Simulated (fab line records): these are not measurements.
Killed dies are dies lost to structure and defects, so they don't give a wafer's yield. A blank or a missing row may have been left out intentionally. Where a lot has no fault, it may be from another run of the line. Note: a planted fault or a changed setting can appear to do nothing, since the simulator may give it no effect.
Matching of chambers	flow gf180mcu	GF_V3_CVD_02 on pecvd-03 has 3 sister chambers
The step deposits SiO2 from TEOS, target thk 850 nm, time 94.851 s. 18 wafers are shown with their chamber, then 9 later ones without.

WAFERS, EACH WITH ITS CHAMBER
wafer	chamber	heater power w (W)
L074.2	2	596
L074.3	1	568
L074.5	0	886
L075.1	1	626
L075.2	2	657
L075.4	2	527
L082.3	0	682
L082.5	0	790
L082.6	1	614
L084.3	1	642
L084.4	2	592
L084.6	0	815
L087.1	0	828
L087.3	2	581
L087.5	2	617
L088.1	1	604
L088.3	0	761
L088.4	1	653

SIGNATURES (means of the wafers above)
reading	chamber 0	chamber 1	chamber 2	scatter within a chamber
heater power w	793.67	617.83	595.00	50
Rule: a wafer's distance from a chamber is the root of the sum, over the readings, of the square of ((its reading less the chamber's mean) divided by the reading's scatter). The wafer belongs to the nearest chamber; if the next one is less than 2 further off, it can't be placed. How the scatter is found: for the shown wafers, subtract from each reading the mean of its chamber, square and add these, divide the total by (wafers less chambers), then take the root.

WAFERS WHOSE CHAMBER IS MISSING
wafer	heater power w (W)
L089.1	827
L089.2	621
L089.3	526
L093.1	650
L093.2	713
L093.5	543
L093.3	761
L093.4	655
L093.6	821

CHAMBER TAKEN BY EACH
wafer	from the rows above	in truth
L089.1	0	0
L089.2	can't be placed: 1 or 2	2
L089.3	can't be placed: 2 or 1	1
L093.1	can't be placed: 1 or 2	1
L093.2	can't be placed: 0 or 1 or 2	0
L093.5	can't be placed: 2 or 1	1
L093.3	0	0
L093.4	can't be placed: 1 or 2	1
L093.6	0	0
Correctly placed: 3 of 9. From these rows, 6 cannot be placed; in 6 the true chamber is one of the candidates. Placed wrongly: 0.
